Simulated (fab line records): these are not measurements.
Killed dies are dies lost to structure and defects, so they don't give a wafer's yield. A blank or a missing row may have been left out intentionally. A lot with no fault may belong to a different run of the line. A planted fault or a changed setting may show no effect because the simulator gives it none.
Tool commonality check + flow sky130 + 36 wafers sampled across 12 lots

== REASON IT WAS OPENED ==
At SKY_NWELL_RS_MEAS_29 the reading NWELL_RS is flagged on 3 of 12 lots. Wafers without a fault read 625.1 ohm/sq, standard deviation 1.6.
Rule: a lot gets a flag if all its wafers with a number sit over 4 standard deviations from that mean, or if no wafer of it has a number. All remaining lots are regarded as sound.

| lot  | measured     | on            | NWELL_RS (ohm/sq), wafer by wafer | flag    |
|------|--------------|---------------|-----------------------------------|---------|
| L901 | day 5 20:11  | film metro-03 | 624.0 623.8 620.3                 |         |
| L902 | day 6 03:58  | film metro-03 | 625.5 624.5 626.7                 |         |
| L903 | day 6 11:10  | film metro-01 | 625.0 625.6 626.3                 |         |
| L904 | day 6 14:25  | film metro-01 | 624.4 625.4 624.3                 |         |
| L905 | day 6 23:06  | film metro-01 | 594.5 593.6 594.5                 | FLAGGED |
| L911 | day 8 11:08  | film metro-01 | 595.9 597.0 596.4                 | FLAGGED |
| L913 | day 9 03:37  | film metro-01 | 593.8 594.0 595.4                 | FLAGGED |
| L915 | day 9 10:15  | film metro-01 | 622.8 623.8 624.7                 |         |
| L916 | day 9 16:17  | film metro-01 | 624.0 624.0 622.7                 |         |
| L919 | day 10 11:13 | film metro-01 | 622.0 623.4 622.1                 |         |
| L920 | day 10 19:07 | film metro-01 | 626.7 624.0 625.1                 |         |
| L921 | day 10 21:08 | film metro-03 | 624.1 624.8 627.0                 |         |
On average the flagged lots' numbers are 595.0 ohm/sq, which is -30.1 ohm/sq against the usual, or -19 standard deviations.

== LOT BY LOT: THE TOOL USED ==
Before the reading, the record contains 2 process steps out of a 708-step route. Cell contents, in order: the tool; ch with the chambers the sampled wafers went through; the start.
| lot  | flag    | SKY_NWELL_IMPLANT_12           | SKY_NWELL_RTA_28                 |
|------|---------|--------------------------------|----------------------------------|
| L901 |         | implanter-01 ch 0, day 5 01:22 | rtp anneal-02 ch 0, day 5 20:05  |
| L902 |         | implanter-03 ch 0, day 5 09:07 | rtp anneal-01 ch 0, day 6 03:52  |
| L903 |         | implanter-01 ch 0, day 5 15:26 | rtp anneal-02 ch 0, day 6 11:04  |
| L904 |         | implanter-04 ch 0, day 5 19:09 | rtp anneal-02 ch 0, day 6 14:19  |
| L905 | FLAGGED | implanter-01 ch 0, day 6 02:38 | rtp anneal-01 ch 0, day 6 23:00  |
| L911 | FLAGGED | implanter-03 ch 0, day 7 13:24 | rtp anneal-02 ch 0, day 8 11:02  |
| L913 | FLAGGED | implanter-04 ch 0, day 8 08:12 | rtp anneal-02 ch 0, day 9 03:31  |
| L915 |         | implanter-03 ch 0, day 8 12:50 | rtp anneal-01 ch 0, day 9 10:09  |
| L916 |         | implanter-03 ch 0, day 8 17:33 | rtp anneal-01 ch 0, day 9 16:11  |
| L919 |         | implanter-04 ch 0, day 9 12:43 | rtp anneal-01 ch 0, day 10 11:07 |
| L920 |         | implanter-01 ch 0, day 9 19:20 | rtp anneal-02 ch 0, day 10 19:00 |
| L921 |         | implanter-04 ch 0, day 9 21:50 | rtp anneal-01 ch 0, day 10 21:02 |
What these steps do:
- SKY_NWELL_IMPLANT_12
- SKY_NWELL_RTA_28: time 30 s.
- SKY_NWELL_RS_MEAS_29: measures by four-point-probe.

== FLAGGED AGAINST TOTAL, ONE TOOL AT A TIME (gauges that did the reading follow at the end) ==
| step                 | tool          | lots run | flagged | share of the flagged lots | sound lots run after its first flagged lot |
|----------------------|---------------|----------|---------|---------------------------|--------------------------------------------|
| SKY_NWELL_IMPLANT_12 | implanter-01  | 4        | 1       | some                      | 1 (L920)                                   |
| SKY_NWELL_IMPLANT_12 | implanter-03  | 4        | 1       | some                      | 2 (L915,L916)                              |
| SKY_NWELL_IMPLANT_12 | implanter-04  | 4        | 1       | some                      | 2 (L919,L921)                              |
| SKY_NWELL_RTA_28     | rtp anneal-01 | 6        | 1       | some                      | 4 (L915,L916,L919,L921)                    |
| SKY_NWELL_RTA_28     | rtp anneal-02 | 6        | 2       | some                      | 1 (L920)                                   |
| SKY_NWELL_RS_MEAS_29 | film metro-01 | 9        | 3       | all                       | 4 (L915,L916,L919,L920)                    |
| SKY_NWELL_RS_MEAS_29 | film metro-03 | 3        | 0       | none                      | -                                          |

== THE TABLE: WHAT IT ALLOWS ==
In the table, 1 row covers all flagged lots: film metro-01 at SKY_NWELL_RS_MEAS_29.
- film metro-01 at SKY_NWELL_RS_MEAS_29: 3 of its 9 lots flagged. Sound lots ran on it after the first flagged one (L915, L916, L919, L920), which a lasting fault on the whole tool wouldn't allow.
Every row of the table either missed a flagged lot or ran a sound lot after the first.

== WHAT WAS PUT IN BY THE SIMULATOR ==
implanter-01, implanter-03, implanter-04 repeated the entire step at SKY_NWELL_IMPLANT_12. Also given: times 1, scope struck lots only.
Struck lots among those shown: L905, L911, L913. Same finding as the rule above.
